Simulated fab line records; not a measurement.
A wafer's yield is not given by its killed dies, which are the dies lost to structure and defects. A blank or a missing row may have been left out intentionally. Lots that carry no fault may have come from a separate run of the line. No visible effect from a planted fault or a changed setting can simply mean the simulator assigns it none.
Check for tools in common + flow gf180mcu + 42 wafers sampled across 14 lots

== REASON IT WAS OPENED ==
At GF_HV_LDD_TW_MEAS_50 the reading HV_LDD_4_TW is flagged on 2 of 14 lots. Wafers without a fault read 567, standard deviation 5.3.
Rule: a lot is flagged when every wafer of it that has a number lies more than 4 standard deviations from that mean, or none has a number. All remaining lots are regarded as sound.

| lot  | measured     | on            | HV_LDD_4_TW, wafer by wafer | flag    |
|------|--------------|---------------|-----------------------------|---------|
| L975 | day 12 10:32 | film_metro-01 | 567 568 566                 |         |
| L976 | day 12 16:14 | film_metro-01 | 569 567 568                 |         |
| L977 | day 12 21:57 | film_metro-04 | 563 561 563                 |         |
| L982 | day 14 18:06 | film_metro-04 | 703 702 700                 | FLAGGED |
| L983 | day 15 04:24 | film_metro-02 | 715 711 711                 | FLAGGED |
| L989 | day 16 23:48 | film_metro-01 | 572 574 572                 |         |
| L990 | day 17 13:38 | film_metro-01 | 577 573 575                 |         |
| L991 | day 17 18:50 | film_metro-04 | 563 558 564                 |         |
| L992 | day 18 05:55 | film_metro-02 | 567 567 566                 |         |
| L993 | day 18 10:42 | film_metro-04 | 561 556 561                 |         |
| L994 | day 18 18:08 | film_metro-01 | 571 571 572                 |         |
| L995 | day 19 01:35 | film_metro-01 | 571 571 570                 |         |
| L997 | day 19 16:45 | film_metro-02 | 571 572 572                 |         |
| L998 | day 20 04:34 | film_metro-02 | 569 568 568                 |         |
Average over the flagged lots: 707; offset from the usual +140, equal to +26 standard deviations.

== WHICH TOOL RAN EACH LOT ==
The record keeps 1 process step preceding the reading, out of 602 steps on the route. Read each cell as the tool, then ch plus the chambers that the sampled wafers visited, then the start.
| lot  | flag    | GF_HV_LDD_IMPLANT_48            |
|------|---------|---------------------------------|
| L975 |         | implanter-02 ch 0, day 12 10:17 |
| L976 |         | implanter-02 ch 0, day 12 15:59 |
| L977 |         | implanter-04 ch 0, day 12 21:43 |
| L982 | FLAGGED | implanter-02 ch 0, day 14 17:28 |
| L983 | FLAGGED | implanter-02 ch 0, day 15 03:50 |
| L989 |         | implanter-01 ch 0, day 16 23:35 |
| L990 |         | implanter-02 ch 0, day 17 13:23 |
| L991 |         | implanter-01 ch 0, day 17 18:37 |
| L992 |         | implanter-01 ch 0, day 18 05:40 |
| L993 |         | implanter-04 ch 0, day 18 10:29 |
| L994 |         | implanter-01 ch 0, day 18 17:53 |
| L995 |         | implanter-01 ch 0, day 19 01:20 |
| L997 |         | implanter-02 ch 0, day 19 16:32 |
| L998 |         | implanter-01 ch 0, day 20 04:19 |
What is done by these steps:
- GF_HV_LDD_IMPLANT_48
- GF_HV_LDD_TW_MEAS_50

== FLAGGED OVER TOTAL, TOOL BY TOOL (the gauges that took the reading come last) ==
| step                 | tool          | lots run | flagged | share of the flagged lots | sound lots run after its first flagged lot |
|----------------------|---------------|----------|---------|---------------------------|--------------------------------------------|
| GF_HV_LDD_IMPLANT_48 | implanter-01  | 6        | 0       | none                      | -                                          |
| GF_HV_LDD_IMPLANT_48 | implanter-02  | 6        | 2       | all                       | 2 (L990,L997)                              |
| GF_HV_LDD_IMPLANT_48 | implanter-04  | 2        | 0       | none                      | -                                          |
| GF_HV_LDD_TW_MEAS_50 | film_metro-01 | 6        | 0       | none                      | -                                          |
| GF_HV_LDD_TW_MEAS_50 | film_metro-02 | 4        | 1       | some                      | 3 (L992,L997,L998)                         |
| GF_HV_LDD_TW_MEAS_50 | film_metro-04 | 4        | 1       | some                      | 2 (L991,L993)                              |

== WHAT THE TABLE PERMITS ==
Rows of the table that ran each flagged lot: 1, that is implanter-02 at GF_HV_LDD_IMPLANT_48.
- implanter-02 at GF_HV_LDD_IMPLANT_48 ran 6 lots, 2 of them flagged. Sound lots followed the first flagged one (L990, L997) on it, something a lasting fault affecting the whole tool could not allow.
No row of the table ran every flagged lot and no sound lot after the first.

== WHAT THE SIMULATOR HAD PUT IN ==
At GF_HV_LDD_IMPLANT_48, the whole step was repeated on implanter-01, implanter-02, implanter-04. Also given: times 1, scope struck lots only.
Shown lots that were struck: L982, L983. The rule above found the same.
